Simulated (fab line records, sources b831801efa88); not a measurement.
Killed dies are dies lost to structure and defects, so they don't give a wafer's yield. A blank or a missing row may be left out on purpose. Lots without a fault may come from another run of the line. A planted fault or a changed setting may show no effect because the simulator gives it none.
A struck lot beside a sound one | flow sky130 | 16 steps out of a route of 708
Sound: wafers L432.1, L432.2, L432.5. Struck: wafers L435.2, L435.6. (L435.3 of the same lot was not struck and is left out.) The cause comes at the end.
At each step with rows: each side's tool, then ch and its chambers, then its first start. Under that, the readings that differ: sound wafers | struck wafers | difference of the means | sigmas: that difference in standard deviations of wafers without a fault.
alike: readings whose means differ by less than 2 such deviations, and words and numbers that are the same on both sides. not compared: withheld readings, readings that some wafer has no value for, bounds like >300 that may hide the same value, and numbers for which the record gives no deviation and whose values overlap.
The two part at a step that has a row with sigmas, a row that says differs or no value, or rows on one side only. Numbers that don't overlap but have no deviation are shown without sigmas and don't part them. A reading that every wafer of one side lacks parts them only if that side has two wafers or more.

first, 7 steps without rows for these wafers: SKY_METAL3_HMDS_06 (prime time 60 s); SKY_METAL3_COAT_07 (resist thk 60 nm); SKY_METAL3_COAT_08 (resist thk 1140 nm); SKY_METAL3_SOFTBAKE_09 (time 90 s); SKY_METAL3_EXPOSE_10 (exposes mask MM3, target cd 300 nm); SKY_METAL3_PEB_11; SKY_METAL3_DEVELOP_12 (develop time 62.18 s).
SKY_METAL3_CD_MEAS_13: target cd 300 nm.
  sound on cd_sem-01, day 39 10:45; struck on cd_sem-02, day 40 09:54
  alike: cd_nm
SKY_METAL3_OVL_MEAS_14:
  sound on overlay-01, day 39 10:52; struck on overlay-02, day 40 10:01
  alike: METAL3_OVL
SKY_METAL3_DESCUM_15: chemistry O2, time 8 s.
  sound on rie_metal-03 ch 0,1, day 39 10:55; struck on rie_metal-03 ch 1, day 40 10:02
  alike: drypump_motor_current_A, oes_product_au
  not compared: rf_hours_counter_h
SKY_METAL3_ETCH_16: etches BARC in N2/H2, stops on SiO2, time 88.2 s, target depth 60 nm.
  sound on rie_metal-03 ch 0,1, day 39 10:56; struck on rie_metal-03 ch 1, day 40 10:04
  alike: drypump_motor_current_A, oes_product_au, rf_fwd_power_W, throttle_valve_pct
  not compared: rf_hours_counter_h
SKY_METAL3_ETCH_17: etches SiO2 in C4F8/O2/Ar, stops on TiN, time 3.9 s, target depth 15 nm.
  sound on rie_diel-02 ch 1,3, day 39 11:02; struck on rie_diel-01 ch 1, day 40 10:10
  alike: oes_product_au, rf_fwd_power_W
  not compared: rf_hours_counter_h
SKY_METAL3_METAL_ETCH_18: etches the open film in Cl2/BCl3, stops on SiO2, target depth 845 nm, time 183.1 s.
  sound on rie_metal-02 ch 0,1, day 39 11:04; struck on rie_metal-02 ch 1, day 40 10:11
  reading                                       | sound             | struck      | difference | sigmas
  rf_fwd_power_W (W)                            | 896 899 894       | 1041 1044   | +146       | +47
  model.KrF-thick_of_METAL3_COAT_08.thk_nm (nm) | 546.2 519.5 521.6 | 463 464.6   | -65        |
  model.SiO2_of_VIA2_HDPCVD_00.thk_nm (nm)      | 464.4 465.9 467.2 | 462.5 463.5 | -2.8       |
  alike: bcl3_flow_sccm, drypump_motor_current_A, mfc_cl2_sccm, oes_product_au, throttle_valve_pct
  not compared: rf_hours_counter_h
SKY_METAL3_STRIP_19: strips in O2/N2.
  sound on plasma_asher-02 ch 0,1, day 39 11:14; struck on plasma_asher-02 ch 0,1, day 40 10:22
  reading                      | sound             | struck      | difference | sigmas
  oes_product_au (a.u.)        | 0.511 0.500 0.500 | 0.479 0.473 | -0.028     | -4
  strip_time_to_endpoint_s (s) | 6.72 6.46 6.49    | 5.89 5.91   | -0.66      | -5
  alike: drypump_motor_current_A
  not compared: rf_hours_counter_h
then, 1 step without rows for these wafers: SKY_METAL3_STRIP_20 (strips in post etch residue remover, time 1200 s).
SKY_PAD_OPEN_PROBE_99:
  the record has rows for the sound wafers here (prober-02, day 46 11:40) and none for the struck ones

WHERE THEY PART
First at SKY_METAL3_METAL_ETCH_18; last, within this record, at SKY_PAD_OPEN_PROBE_99.

WHY: what the simulator had put in
Process parameter drift: rie_metal-02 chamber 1, from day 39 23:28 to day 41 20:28, at SKY_METAL3_METAL_ETCH_18. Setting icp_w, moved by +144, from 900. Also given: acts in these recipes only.
